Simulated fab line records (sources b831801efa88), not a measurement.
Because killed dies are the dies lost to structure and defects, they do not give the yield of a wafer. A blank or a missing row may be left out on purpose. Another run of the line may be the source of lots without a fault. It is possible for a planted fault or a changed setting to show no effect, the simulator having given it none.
The tool behind it: which one? :: flow gf180mcu :: 14 lots, 42 wafers sampled, at 5 steps of a route of 602

## WHAT EACH GAUGE READ, for each wafer
GF_NSD_CD_MEAS_07: the cd target is 400 nm. Usual: cd-nm at 399.7 nm, with a standard deviation of 2.1.
lot: L297
measured: day 13 22:29
on: cd-sem-02
cd-nm (nm): 404.7 402.4 401.4
flag: 

lot: L298
measured: day 14 00:32
on: cd-sem-01
cd-nm (nm): 396.5 398.3 397.7
flag: 

lot: L299
measured: day 14 10:17
on: cd-sem-02
cd-nm (nm): 400.2 400.6 400.6
flag: 

lot: L300
measured: day 14 20:58
on: cd-sem-02
cd-nm (nm): 397.8 398.7 399.7
flag: 

lot: L301
measured: day 14 21:46
on: cd-sem-02
cd-nm (nm): 400.3 397.8 397.2
flag: 

lot: L302
measured: day 15 02:16
on: cd-sem-01
cd-nm (nm): 398.2 397.4 399.4
flag: 

lot: L303
measured: day 15 13:20
on: cd-sem-01
cd-nm (nm): 398.1 398.2 399.0
flag: 

lot: L304
measured: day 16 01:54
on: cd-sem-02
cd-nm (nm): 398.3 398.1 399.2
flag: 

lot: L305
measured: day 16 03:11
on: cd-sem-01
cd-nm (nm): - - -
flag: OFF

lot: L306
measured: day 16 11:53
on: cd-sem-02
cd-nm (nm): - - -
flag: OFF

lot: L315
measured: day 19 12:16
on: cd-sem-01
cd-nm (nm): 397.7 398.6 400.4
flag: 

lot: L318
measured: day 20 11:24
on: cd-sem-02
cd-nm (nm): 402.8 402.8 405.0
flag: 

lot: L319
measured: day 20 19:04
on: cd-sem-02
cd-nm (nm): 400.4 397.5 398.9
flag: 

lot: L320
measured: day 21 05:52
on: cd-sem-01
cd-nm (nm): 399.4 399.8 401.6
flag: 

GF_PSD_OVL_MEAS_08. Usual: PSD_OVL -0.2 nm, standard deviation 1.3.
lot: L297
measured: day 14 18:49
on: overlay-01
PSD_OVL (nm): -0.3 1.4 0.4
flag: 

lot: L298
measured: day 14 20:42
on: overlay-01
PSD_OVL (nm): -1.2 1.3 0.3
flag: 

lot: L299
measured: day 15 07:51
on: overlay-01
PSD_OVL (nm): -2.3 -2.4 -1.2
flag: 

lot: L300
measured: day 15 18:32
on: overlay-02
PSD_OVL (nm): -0.7 0.0 -0.9
flag: 

lot: L301
measured: day 15 18:44
on: overlay-01
PSD_OVL (nm): -0.9 -1.2 -0.8
flag: 

lot: L302
measured: day 15 22:48
on: overlay-01
PSD_OVL (nm): -0.4 1.8 -1.9
flag: 

lot: L303
measured: day 16 11:06
on: overlay-02
PSD_OVL (nm): -2.3 -2.0 0.1
flag: 

lot: L304
measured: day 17 00:32
on: overlay-02
PSD_OVL (nm): 2.0 0.2 0.5
flag: 

lot: L305
measured: day 17 01:48
on: overlay-02
PSD_OVL (nm): -3.3 0.9 -0.8
flag: 

lot: L306
measured: day 17 10:48
on: overlay-01
PSD_OVL (nm): 1.2 -1.4 1.4
flag: 

lot: L315
measured: day 20 13:12
on: overlay-01
PSD_OVL (nm): 3.1 -0.1 0.0
flag: 

lot: L318
measured: day 21 11:50
on: overlay-02
PSD_OVL (nm): 0.7 -0.8 -1.2
flag: 

lot: L319
measured: day 21 19:23
on: overlay-01
PSD_OVL (nm): 1.1 2.0 1.6
flag: 

lot: L320
measured: day 22 05:41
on: overlay-02
PSD_OVL (nm): -1.7 -1.5 -1.1
flag: 

GF_PSD_TW_MEAS_11. Usual: PSD_TW 3200, standard deviation 22.
lot: L297
measured: day 14 19:06
on: film-metro-02
PSD_TW: 3153 3182 3157
flag: 

lot: L298
measured: day 14 20:59
on: film-metro-02
PSD_TW: 3177 3183 3177
flag: 

lot: L299
measured: day 15 08:08
on: film-metro-01
PSD_TW: 3188 3177 3179
flag: 

lot: L300
measured: day 15 18:50
on: film-metro-04
PSD_TW: 3220 3242 3233
flag: 

lot: L301
measured: day 15 19:01
on: film-metro-04
PSD_TW: 3222 3230 3230
flag: 

lot: L302
measured: day 15 23:05
on: film-metro-02
PSD_TW: 3170 3166 3161
flag: 

lot: L303
measured: day 16 11:24
on: film-metro-02
PSD_TW: 3207 3176 3192
flag: 

lot: L304
measured: day 17 00:50
on: film-metro-02
PSD_TW: 3175 3185 3186
flag: 

lot: L305
measured: day 17 02:06
on: film-metro-04
PSD_TW: 4300 4299 4285
flag: OFF

lot: L306
measured: day 17 11:05
on: film-metro-04
PSD_TW: 4314 4301 4298
flag: OFF

lot: L315
measured: day 20 13:29
on: film-metro-02
PSD_TW: 3192 3194 3201
flag: 

lot: L318
measured: day 21 12:07
on: film-metro-04
PSD_TW: 3220 3222 3205
flag: 

lot: L319
measured: day 21 19:40
on: film-metro-02
PSD_TW: 3219 3201 3213
flag: 

lot: L320
measured: day 22 05:59
on: film-metro-04
PSD_TW: 3222 3216 3225
flag: 

## WHAT TOOL EACH LOT RAN ON (gives the tool, then ch and the chambers of the sampled wafers, and finally the start)
lot: L297
GF_POLY_GATE_ETCH_13: rie-si-01 ch 1,2, day 9 17:17
GF_NSD_COAT_02: litho-track-02 ch 0, day 13 11:42

lot: L298
GF_POLY_GATE_ETCH_13: rie-si-01 ch 1,2,3, day 9 19:29
GF_NSD_COAT_02: litho-track-03 ch 0, day 13 13:32

lot: L299
GF_POLY_GATE_ETCH_13: rie-si-01 ch 1,2,3, day 10 05:07
GF_NSD_COAT_02: litho-track-03 ch 0, day 14 01:17

lot: L300
GF_POLY_GATE_ETCH_13: rie-si-02 ch 0,1,2, day 10 15:37
GF_NSD_COAT_02: litho-track-02 ch 0, day 14 10:19

lot: L301
GF_POLY_GATE_ETCH_13: rie-si-01 ch 1,3, day 10 15:47
GF_NSD_COAT_02: litho-track-04 ch 0, day 14 10:52

lot: L302
GF_POLY_GATE_ETCH_13: rie-si-02 ch 0,2,3, day 10 17:59
GF_NSD_COAT_02: litho-track-02 ch 0, day 14 15:34

lot: L303
GF_POLY_GATE_ETCH_13: rie-si-02 ch 1,2, day 11 06:53
GF_NSD_COAT_02: litho-track-04 ch 0, day 15 03:32

lot: L304
GF_POLY_GATE_ETCH_13: rie-si-01 ch 1,2, day 11 15:22
GF_NSD_COAT_02: litho-track-02 ch 0, day 15 14:55

lot: L305
GF_POLY_GATE_ETCH_13: rie-si-02 ch 0,3, day 11 15:44
GF_NSD_COAT_02: litho-track-02, day 15 16:37

lot: L306
GF_POLY_GATE_ETCH_13: rie-si-01 ch 1,2,3, day 12 01:05
GF_NSD_COAT_02: litho-track-02, day 16 00:48

lot: L315
GF_POLY_GATE_ETCH_13: rie-si-02 ch 0,2,3, day 14 14:11
GF_NSD_COAT_02: litho-track-02 ch 0, day 18 23:52

lot: L318
GF_POLY_GATE_ETCH_13: rie-si-02 ch 0,2,3, day 15 08:17
GF_NSD_COAT_02: litho-track-02 ch 0, day 19 23:22

lot: L319
GF_POLY_GATE_ETCH_13: rie-si-02 ch 0,2, day 15 14:50
GF_NSD_COAT_02: litho-track-04 ch 0, day 20 07:07

lot: L320
GF_POLY_GATE_ETCH_13: rie-si-02 ch 0,1, day 16 02:05
GF_NSD_COAT_02: litho-track-04 ch 0, day 20 17:11
- GF_POLY_GATE_ETCH_13: etches poly-Si in HBr/Cl2, stops on SiO2, target depth 198.5 nm, time 69.6 s.
- GF_NSD_COAT_02: resist thk 1000 nm.

## AS READ BY THE TOOLS THEMSELVES (means over the sampled wafers that have a number; for cases with no such wafer, the mark the record gives instead)
GF_POLY_GATE_ETCH_13. Usual: bias-w 100.00 W, standard deviation 0.29; drypump-motor-current-A 5.7 A, standard deviation 0.44; oes-product-au 0.986 a.u., standard deviation 0.01; throttle-valve-pct 33.684 %, standard deviation 0.0097.
lot: L297
tool: rie-si-01
bias-w (W): 99.89
drypump-motor-current-A (A): 5.6
oes-product-au (a.u.): 0.990
throttle-valve-pct (%): 33.685
flag: 

lot: L298
tool: rie-si-01
bias-w (W): 100.04
drypump-motor-current-A (A): 5.5
oes-product-au (a.u.): 0.991
throttle-valve-pct (%): 33.685
flag: 

lot: L299
tool: rie-si-01
bias-w (W): 100.12
drypump-motor-current-A (A): 5.5
oes-product-au (a.u.): 0.985
throttle-valve-pct (%): 33.682
flag: 

lot: L300
tool: rie-si-02
bias-w (W): 100.00
drypump-motor-current-A (A): 5.9
oes-product-au (a.u.): 0.984
throttle-valve-pct (%): 33.687
flag: 

lot: L301
tool: rie-si-01
bias-w (W): 100.24
drypump-motor-current-A (A): 5.4
oes-product-au (a.u.): 0.993
throttle-valve-pct (%): 33.679
flag: 

lot: L302
tool: rie-si-02
bias-w (W): 100.00
drypump-motor-current-A (A): 5.7
oes-product-au (a.u.): 0.992
throttle-valve-pct (%): 33.682
flag: 

lot: L303
tool: rie-si-02
bias-w (W): 100.21
drypump-motor-current-A (A): 5.4
oes-product-au (a.u.): 0.977
throttle-valve-pct (%): 33.675
flag: 

lot: L304
tool: rie-si-01
bias-w (W): 99.75
drypump-motor-current-A (A): 5.5
oes-product-au (a.u.): 0.989
throttle-valve-pct (%): 33.680
flag: 

lot: L305
tool: rie-si-02
bias-w (W): 100.14
drypump-motor-current-A (A): 6.2
oes-product-au (a.u.): 0.999
throttle-valve-pct (%): 33.686
flag: 

lot: L306
tool: rie-si-01
bias-w (W): 99.86
drypump-motor-current-A (A): 5.5
oes-product-au (a.u.): 0.981
throttle-valve-pct (%): 33.693
flag: 

lot: L315
tool: rie-si-02
bias-w (W): 100.11
drypump-motor-current-A (A): 5.8
oes-product-au (a.u.): 0.991
throttle-valve-pct (%): 33.688
flag: 

lot: L318
tool: rie-si-02
bias-w (W): 100.05
drypump-motor-current-A (A): 5.7
oes-product-au (a.u.): 0.992
throttle-valve-pct (%): 33.685
flag: 

lot: L319
tool: rie-si-02
bias-w (W): 100.01
drypump-motor-current-A (A): 5.6
oes-product-au (a.u.): 0.995
throttle-valve-pct (%): 33.682
flag: 

lot: L320
tool: rie-si-02
bias-w (W): 100.04
drypump-motor-current-A (A): 6.4
oes-product-au (a.u.): 0.987
throttle-valve-pct (%): 33.679
flag: 

GF_NSD_COAT_02. Usual: chill-plate-temp-C 22.98 C, standard deviation 0.11; dispense-pressure-kPa 51.5 kPa, standard deviation 2.7.
lot: L297
tool: litho-track-02
chill-plate-temp-C (C): 22.97
dispense-pressure-kPa (kPa): 48.0
flag: 

lot: L298
tool: litho-track-03
chill-plate-temp-C (C): 22.95
dispense-pressure-kPa (kPa): 54.2
flag: 

lot: L299
tool: litho-track-03
chill-plate-temp-C (C): 22.97
dispense-pressure-kPa (kPa): 54.3
flag: 

lot: L300
tool: litho-track-02
chill-plate-temp-C (C): 23.05
dispense-pressure-kPa (kPa): 48.0
flag: 

lot: L301
tool: litho-track-04
chill-plate-temp-C (C): 22.88
dispense-pressure-kPa (kPa): 53.2
flag: 

lot: L302
tool: litho-track-02
chill-plate-temp-C (C): 23.15
dispense-pressure-kPa (kPa): 48.0
flag: 

lot: L303
tool: litho-track-04
chill-plate-temp-C (C): 22.97
dispense-pressure-kPa (kPa): 53.2
flag: 

lot: L304
tool: litho-track-02
chill-plate-temp-C (C): 23.01
dispense-pressure-kPa (kPa): 48.0
flag: 

lot: L305
tool: litho-track-02
chill-plate-temp-C (C): -
dispense-pressure-kPa (kPa): -
flag: OFF

lot: L306
tool: litho-track-02
chill-plate-temp-C (C): -
dispense-pressure-kPa (kPa): -
flag: OFF

lot: L315
tool: litho-track-02
chill-plate-temp-C (C): 23.09
dispense-pressure-kPa (kPa): 48.1
flag: 

lot: L318
tool: litho-track-02
chill-plate-temp-C (C): 22.90
dispense-pressure-kPa (kPa): 48.0
flag: 

lot: L319
tool: litho-track-04
chill-plate-temp-C (C): 22.99
dispense-pressure-kPa (kPa): 53.1
flag: 

lot: L320
tool: litho-track-04
chill-plate-temp-C (C): 22.95
dispense-pressure-kPa (kPa): 53.2
flag: 

## THE ANSWER, worked out from the rows above alone
Rule: a lot is off if the mean of its wafers that have a number lies more than 3 standard deviations from the usual mean. A lot without any number at a reading at which 4 lots or more have one is off too. Any other lot the step has rows for is counted as sound. The gauges are gone through in route order, then the tools' own readings, and for those a lot's mean is taken as printed above. The first step at which some lot is off is used, and at that step the reading that is off furthest; a lot without a number counts as furthest.
Off: L305, L306, at GF_NSD_CD_MEAS_07 (cd-nm). Without a number there: L305, L306.
A tool fits if, at a process step before that reading, it ran every lot that is off, and no sound lot after the first of them. The gauges at GF_NSD_CD_MEAS_07 aren't tried: what is off there is off at GF_PSD_TW_MEAS_11 too, on other tools, and a gauge's error can't cause that. None of those tried fits.

## WHAT WAS PUT IN BY THE SIMULATOR
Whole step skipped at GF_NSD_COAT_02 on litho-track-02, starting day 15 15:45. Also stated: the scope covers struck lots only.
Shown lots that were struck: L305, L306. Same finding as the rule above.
